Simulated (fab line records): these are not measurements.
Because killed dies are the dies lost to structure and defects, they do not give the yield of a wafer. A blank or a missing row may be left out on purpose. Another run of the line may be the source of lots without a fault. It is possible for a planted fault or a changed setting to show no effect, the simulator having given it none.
fab line records	flow sky130
record: lots: 14	wafers: 42	last-day: 50
route steps=708 shown LDD_P@262 LDD_HVP@288 LDD_LDN@292 PAD_OPEN@708
lots that met no fault: taken from a fault-free run of the same line
start-h: hours from the record's opening day to when the first of the lot's shown wafers began	wait-h: hours elapsed since this lot's preceding step	" as in the row above	L1.1+2: one row covering several wafers at once	- no value, or no start given	* or withheld: withheld	< > ~ a bound
route shown NAME@n: NAME is a module with steps in the file, n the number in the route of the first one	usual: mean and standard deviation over wafers with no fault	same: alike in all rows	chamber/n: place in a boat	sites: each site's reading	_std_site: how widely they spread, as a standard deviation	_edge_site: the outer-site mean with the inner-site mean subtracted	radius-mm: how far each site lies from the wafer's centre	mask NAME#n: copy n	behind: tool/chamber where the wafer was last shaped	hold: cause of the lot's hold/its duration in hours/its outcome	device: names the non-switching transistor (n, p or np)	end of line: the same wafers' tests at the end of the route	for a step that has no rows: nothing shown but its recipe	killed: dies lost to structure and defects at the first sort, not the wafer's yield	map: per-die view of a wafer (x killed, . not killed, _ where there is no die)
set.NAME: the setting as run; set.NAME@STEP: as run at that earlier step	model.NAME: the simulator's own value behind a step, which no gauge read
a sample of lots followed through the steps of the route, with each step as a table and each wafer as a row
services: from which hour (start-h, from the record's first day; less than 0 if before it) a tool's chamber was out of use, for how many hours, and why
== steps ==
step: SKY_LDD_P_CD_MEAS_07
recipe: target-cd-nm: 380
usual: cd-nm: 380.5/2.7
lot.wafer	tool	chamber	start-h	wait-h	cd-nm
L112.2	cd-sem-02	-	440.50	0.1	378.3
L112.5	"	-	"	"	379.9
L112.6	"	-	"	"	382.1
L113.2	cd-sem-01	-	441.66	0.1	386.4
L113.4	"	-	"	"	382.2
L113.5	"	-	"	"	384.0
L114.2	cd-sem-01	-	459.37	0.1	381.9
L114.4	"	-	"	"	381.0
L114.6	"	-	"	"	381.9
L118.2	cd-sem-01	-	505.95	0.1	380.5
L118.3	"	-	"	"	378.1
L118.5	"	-	"	"	378.8
L120.1	cd-sem-01	-	511.54	0.1	383.9
L120.5	"	-	"	"	383.2
L120.6	"	-	"	"	382.3
L119.1	cd-sem-02	-	512.48	0.1	379.7
L119.2	"	-	"	"	383.1
L119.5	"	-	"	"	381.6
L121.1	cd-sem-01	-	517.73	0.2	382.8
L121.2	"	-	"	"	378.8
L121.5	"	-	"	"	383.2
L125.1	cd-sem-02	-	553.79	0.1	378.5
L125.2	"	-	"	"	378.0
L125.3	"	-	"	"	379.2
L128.1	cd-sem-02	-	579.78	0.1	379.6
L128.3	"	-	"	"	378.3
L128.5	"	-	"	"	379.4
L129.4	cd-sem-01	-	591.40	0.1	382.4
L129.5	"	-	"	"	381.8
L129.6	"	-	"	"	380.9
L130.3	cd-sem-02	-	599.83	0.1	384.9
L130.5	"	-	"	"	378.9
L130.6	"	-	"	"	381.8
L131.1	cd-sem-02	-	600.99	0.1	380.3
L131.2	"	-	"	"	384.1
L131.6	"	-	"	"	383.3
L132.2	cd-sem-02	-	627.66	0.1	377.9
L132.4	"	-	"	"	381.0
L132.5	"	-	"	"	381.5
L134.3	cd-sem-01	-	631.07	0.1	380.8
L134.5	"	-	"	"	381.7
L134.6	"	-	"	"	378.7
step: SKY_LDD_P_OVL_MEAS_08
usual: LDD_P_OVL: -0.6/1.2
lot.wafer	tool	chamber	start-h	wait-h	LDD_P_OVL[nm]
L112.2	overlay-02	-	440.60	0.1	-0.7
L112.5	"	-	"	"	-0.8
L112.6	"	-	"	"	0.2
L113.2	overlay-01	-	441.76	0.1	-2.0
L113.4	"	-	"	"	-0.8
L113.5	"	-	"	"	-0.5
L114.2	overlay-01	-	459.47	0.1	-0.8
L114.4	"	-	"	"	-0.2
L114.6	"	-	"	"	-0.6
L118.2	overlay-02	-	506.05	0.1	-1.5
L118.3	"	-	"	"	-0.5
L118.5	"	-	"	"	-0.7
L120.1	overlay-02	-	511.66	0.1	0.9
L120.5	"	-	"	"	2.4
L120.6	"	-	"	"	1.7
L119.1	overlay-01	-	512.60	0.1	-0.6
L119.2	"	-	"	"	-0.2
L119.5	"	-	"	"	-0.5
L121.1	overlay-01	-	517.85	0.1	3.0
L121.2	"	-	"	"	-0.7
L121.5	"	-	"	"	-1.6
L125.1	overlay-02	-	553.91	0.1	-0.3
L125.2	"	-	"	"	-1.8
L125.3	"	-	"	"	0.0
L128.1	overlay-02	-	579.90	0.1	2.0
L128.3	"	-	"	"	1.4
L128.5	"	-	"	"	0.5
L129.4	overlay-02	-	591.47	0.1	-1.2
L129.5	"	-	"	"	-0.2
L129.6	"	-	"	"	0.5
L130.3	overlay-01	-	599.92	0.1	-0.6
L130.5	"	-	"	"	-0.4
L130.6	"	-	"	"	-0.2
L131.1	overlay-01	-	601.11	0.1	-1.4
L131.2	"	-	"	"	-1.5
L131.6	"	-	"	"	-3.4
L132.2	overlay-02	-	627.76	0.1	0.1
L132.4	"	-	"	"	-1.0
L132.5	"	-	"	"	-0.2
L134.3	overlay-01	-	631.16	0.1	-0.9
L134.5	"	-	"	"	-0.7
L134.6	"	-	"	"	0.5
step: SKY_LDD_HVP_TW_MEAS_10
usual: LDD_HVP_TW: 460/3.2
lot.wafer	tool	chamber	start-h	wait-h	LDD_HVP_TW
L112.2	film-metro-01	-	501.60	0.1	465
L112.5	"	-	"	"	465
L112.6	"	-	"	"	466
L113.2	film-metro-04	-	502.49	0.1	459
L113.4	"	-	"	"	458
L113.5	"	-	"	"	457
L114.2	film-metro-01	-	519.27	0.1	460
L114.4	"	-	"	"	456
L114.6	"	-	"	"	458
L118.2	film-metro-04	-	566.57	0.1	457
L118.3	"	-	"	"	458
L118.5	"	-	"	"	460
L120.1	film-metro-01	-	571.46	0.1	459
L120.5	"	-	"	"	465
L120.6	"	-	"	"	459
L119.1	film-metro-04	-	572.88	0.1	460
L119.2	"	-	"	"	457
L119.5	"	-	"	"	462
L121.1	film-metro-04	-	578.51	0.1	460
L121.2	"	-	"	"	462
L121.5	"	-	"	"	460
L125.1	film-metro-04	-	612.98	0.1	461
L125.2	"	-	"	"	458
L125.3	"	-	"	"	460
L128.1	film-metro-02	-	639.41	0.1	458
L128.3	"	-	"	"	455
L128.5	"	-	"	"	458
L129.4	film-metro-04	-	650.69	0.1	461
L129.5	"	-	"	"	460
L129.6	"	-	"	"	464
L130.3	film-metro-01	-	657.83	0.1	460
L130.5	"	-	"	"	462
L130.6	"	-	"	"	460
L131.1	film-metro-04	-	659.38	0.1	460
L131.2	"	-	"	"	461
L131.6	"	-	"	"	461
L132.2	film-metro-04	-	685.80	0.1	467
L132.4	"	-	"	"	466
L132.5	"	-	"	"	464
L134.3	film-metro-01	-	689.55	0.1	459
L134.5	"	-	"	"	460
L134.6	"	-	"	"	460
step: SKY_LDD_LDN_SOFTBAKE_03
recipe: temp-c: 90	time-s: 60	resist: NOVOLAK
usual: heater-power-total-W: 56.59/0.042	plate-temp-C: 90.01/0.14
lot.wafer	tool	chamber	start-h	wait-h	heater-power-total-W	plate-temp-C
L112.2	litho-track-01	0	516.16	0.1	56.59	89.95
L112.5	"	0	"	"	56.65	90.04
L112.6	"	0	"	"	56.67	89.72
L113.2	litho-track-03	0	516.95	0.1	56.58	90.00
L113.4	"	0	"	"	56.55	89.99
L113.5	"	0	"	"	56.62	89.95
L114.2	litho-track-03	0	534.10	0.1	56.61	90.25
L114.4	"	0	"	"	56.61	90.15
L114.6	"	0	"	"	56.52	90.32
L118.2	litho-track-01	0	580.86	0.1	56.52	90.17
L118.3	"	0	"	"	56.55	90.11
L118.5	"	0	"	"	56.55	90.12
L120.1	litho-track-03	0	586.08	0.1	56.15	89.50
L120.5	"	0	"	"	56.06	89.37
L120.6	"	0	"	"	56.10	89.29
L119.1	litho-track-01	0	587.29	0.1	56.64	90.03
L119.2	"	0	"	"	56.56	89.83
L119.5	"	0	"	"	56.62	89.71
L121.1	litho-track-03	0	592.98	0.1	56.13	89.69
L121.2	"	0	"	"	56.22	89.53
L121.5	"	0	"	"	56.06	89.55
L125.1	litho-track-02	0	627.16	0.1	56.56	90.02
L125.2	"	0	"	"	56.60	89.85
L125.3	"	0	"	"	56.60	89.81
L128.1	litho-track-01	0	653.59	0.1	56.53	90.01
L128.3	"	0	"	"	56.63	90.05
L128.5	"	0	"	"	56.61	90.09
L129.4	litho-track-03	0	664.55	0.1	56.54	90.20
L129.5	"	0	"	"	56.55	90.09
L129.6	"	0	"	"	56.65	89.96
L130.3	litho-track-01	0	672.09	0.1	56.58	90.16
L130.5	"	0	"	"	56.62	89.83
L130.6	"	0	"	"	56.61	89.82
L131.1	litho-track-03	0	673.68	0.1	56.63	89.88
L131.2	"	0	"	"	56.62	89.92
L131.6	"	0	"	"	56.58	90.02
L132.2	litho-track-02	0	700.03	0.1	56.60	90.07
L132.4	"	0	"	"	56.59	90.16
L132.5	"	0	"	"	56.64	90.09
L134.3	litho-track-03	0	704.03	0.1	56.54	90.08
L134.5	"	0	"	"	56.60	90.26
L134.6	"	0	"	"	56.57	90.07
step: SKY_PAD_OPEN_PROBE_99
usual: killed_at_M0_to_M3: 42/7.4	killed_at_M4_up: 3.3/2.1	killed-at-contacts: 24/5.3	killed-at-front-end: 15/4.5	killed-at-other: 0.3/0.57	killed-dies: 84/10	killed-open: 46/7.5	killed-short: 38/6.4
same: gross-dies: 492	killed-at-back-side: 0
lot.wafer	tool	chamber	start-h	wait-h	killed_at_M0_to_M3	killed_at_M4_up	killed-at-contacts	killed-at-front-end	killed-at-other	killed-dies	killed-open	killed-short
L120.1	prober-02	-	1126.90	0.1	50	4	18	19	0	91	46	45
L120.5	prober-02	-	1127.10	0.2	46	0	18	19	0	83	53	30
L120.6	prober-02	-	1127.15	0.2	37	3	22	24	0	86	55	31
L121.1	prober-02	-	1131.47	0.1	33	6	29	14	0	82	42	40
L121.2	prober-02	-	1131.52	0.1	39	3	32	7	1	82	43	39
L121.5	prober-02	-	1131.67	0.2	33	3	27	14	0	77	47	30
L125.1	prober-01	-	1155.06	0.1	60	3	27	11	0	101	64	36
L125.2	prober-01	-	1155.11	0.1	52	2	19	15	0	88	39	49
L125.3	prober-01	-	1155.16	0.2	33	3	26	10	1	73	40	33
L128.1	prober-02	-	1170.27	0.1	38	0	33	10	0	81	48	33
L128.3	prober-02	-	1170.37	0.2	44	2	28	12	2	88	47	40
L128.5	prober-02	-	1170.47	0.2	48	6	24	11	0	89	42	46
L132.2	prober-02	-	1195.27	0.1	41	2	26	18	0	87	51	36
L132.4	prober-02	-	1195.37	0.2	32	3	35	14	0	84	51	33
L132.5	prober-02	-	1195.42	0.2	30	4	23	26	0	83	47	36
killed by level:class
L120.1 VIA1:geometric-particle:open=12 METAL2:geometric-particle:short=8 VIA3:geometric-particle:open=8 VIA2:geometric-particle:open=7 FIELD_ISO:geometric-particle:short=6 LI_CONTACT:geometric-particle:open=6 VIA3:geometric-particle:short=5 FIELD_ISO:geometric-particle:open=4
L120.5 VIA1:geometric-particle:open=10 LI_CONTACT:geometric-particle:open=9 VIA3:geometric-particle:open=9 VIA2:geometric-particle:open=7 FIELD_ISO:geometric-particle:open=5 FIELD_ISO:geometric-particle:short=4 POLY_GATE:geometric-particle:open=4 VIA1:geometric-particle:short=4
L120.6 VIA2:geometric-particle:open=10 LI_CONTACT:geometric-particle:open=9 VIA1:geometric-particle:open=8 FIELD_ISO:geometric-particle:open=6 SPACER:geometric-particle:open=5 CONTACT:geometric-particle:open=5 FIELD_ISO:geometric-particle:short=4 POLY_GATE:geometric-particle:open=4
L121.1 VIA1:geometric-particle:open=11 LI_CONTACT:geometric-particle:open=9 CONTACT:geometric-particle:open=9 FIELD_ISO:geometric-particle:short=6 VIA1:geometric-particle:short=6 METAL4:geometric-particle:short=5 CONTACT:geometric-particle:short=4 METAL2:geometric-particle:short=4
L121.2 CONTACT:geometric-particle:open=14 VIA1:geometric-particle:open=10 VIA1:geometric-particle:short=7 CONTACT:geometric-particle:short=6 VIA3:geometric-particle:open=6 LOCAL_INTERCONNECT:geometric-particle:short=5 LI_CONTACT:geometric-particle:open=4 METAL2:geometric-particle:short=4
L121.5 CONTACT:geometric-particle:open=13 LI_CONTACT:geometric-particle:open=6 VIA2:geometric-particle:open=5 VIA1:geometric-particle:open=5 FIELD_ISO:geometric-particle:open=4 METAL2:geometric-particle:open=4 METAL2:geometric-particle:short=4 POLY_GATE:geometric-particle:short=3
L125.1 VIA3:geometric-particle:open=15 VIA1:geometric-particle:open=13 CONTACT:geometric-particle:open=9 METAL2:geometric-particle:short=8 LI_CONTACT:geometric-particle:open=7 METAL1:geometric-particle:short=7 VIA2:geometric-particle:open=5 FIELD_ISO:geometric-particle:short=4
L125.2 LI_CONTACT:geometric-particle:open=8 METAL1:geometric-particle:short=8 VIA2:geometric-particle:short=7 VIA3:geometric-particle:open=6 VIA1:geometric-particle:open=6 METAL2:geometric-particle:short=6 FIELD_ISO:geometric-particle:short=5 VIA1:geometric-particle:short=5
L125.3 LI_CONTACT:geometric-particle:open=10 CONTACT:geometric-particle:open=8 VIA1:geometric-particle:open=6 METAL2:geometric-particle:short=6 LOCAL_INTERCONNECT:geometric-particle:short=5 VIA3:geometric-particle:open=5 VIA1:geometric-particle:short=4 FIELD_ISO:geometric-particle:short=3
L128.1 VIA1:geometric-particle:open=13 CONTACT:geometric-particle:open=12 LI_CONTACT:geometric-particle:open=6 LI_CONTACT:geometric-particle:short=6 METAL1:geometric-particle:short=5 VIA3:geometric-particle:open=5 FIELD_ISO:geometric-particle:short=4 LOCAL_INTERCONNECT:geometric-particle:open=4
L128.3 VIA1:geometric-particle:open=10 CONTACT:geometric-particle:open=8 VIA2:geometric-particle:open=8 LOCAL_INTERCONNECT:geometric-particle:short=6 LI_CONTACT:geometric-particle:short=5 FIELD_ISO:geometric-particle:open=5 LI_CONTACT:geometric-particle:open=5 VIA1:geometric-particle:short=5
L128.5 VIA1:geometric-particle:open=9 METAL2:geometric-particle:short=9 CONTACT:geometric-particle:open=8 METAL1:geometric-particle:short=8 LI_CONTACT:geometric-particle:open=6 VIA1:geometric-particle:short=6 CONTACT:geometric-particle:short=5 VIA3:geometric-particle:open=5
L132.2 CONTACT:geometric-particle:open=12 VIA3:geometric-particle:open=8 VIA1:geometric-particle:open=8 VIA1:geometric-particle:short=7 FIELD_ISO:geometric-particle:short=5 LI_CONTACT:geometric-particle:open=5 VIA3:geometric-particle:short=5 FIELD_ISO:geometric-particle:open=4
L132.4 CONTACT:geometric-particle:open=16 VIA1:geometric-particle:open=7 LOCAL_INTERCONNECT:geometric-particle:short=6 CONTACT:geometric-particle:short=6 METAL2:geometric-particle:short=6 VIA2:geometric-particle:open=6 FIELD_ISO:geometric-particle:open=5 LI_CONTACT:geometric-particle:open=5
L132.5 FIELD_ISO:geometric-particle:open=10 CONTACT:geometric-particle:open=9 POLY_GATE:geometric-particle:short=7 CONTACT:geometric-particle:short=6 VIA2:geometric-particle:open=6 VIA3:geometric-particle:open=5 LI_CONTACT:geometric-particle:open=4 VIA1:geometric-particle:open=4
== services ==
tool	chamber	start-h	hours	kind
litho-track-02	-	657.44	-	consumable-replace:filter
== key ==
first-sign: step: SKY_LDD_LDN_SOFTBAKE_03	reading: heater-power-total-W	direction: down	sigmas: 11	usual: *	struck: *
effect: step: SKY_LDD_LDN_SOFTBAKE_03	reading: plate-temp-C	direction: down	sigmas: 3.8	usual: *	struck: *
met-at SKY_LDD_LDN_SOFTBAKE_03
struck-lots L120,L121
tester-left-out L120,L121
not-acting-at SKY_LDD_P_CD_MEAS_07,SKY_LDD_P_OVL_MEAS_08,SKY_LDD_HVP_TW_MEAS_10
onset-between 534.10 586.08
fault: kind: process-parameter-drift	tool: litho-track-03	chamber: -	onset-h: 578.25	steps: SKY_LDD_LDN_SOFTBAKE_03	channel: temp-c	offset: *	shape: step	end-h: 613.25	acts-in: *	stated: *
tester-left-out: of these lots the tester's yield and bins aren't shown, on N5 and GAA mostly nor the transistor test; their killed dies are dies lost to structure and defects alone, not to doping, threshold or leakage, so they don't give the yield
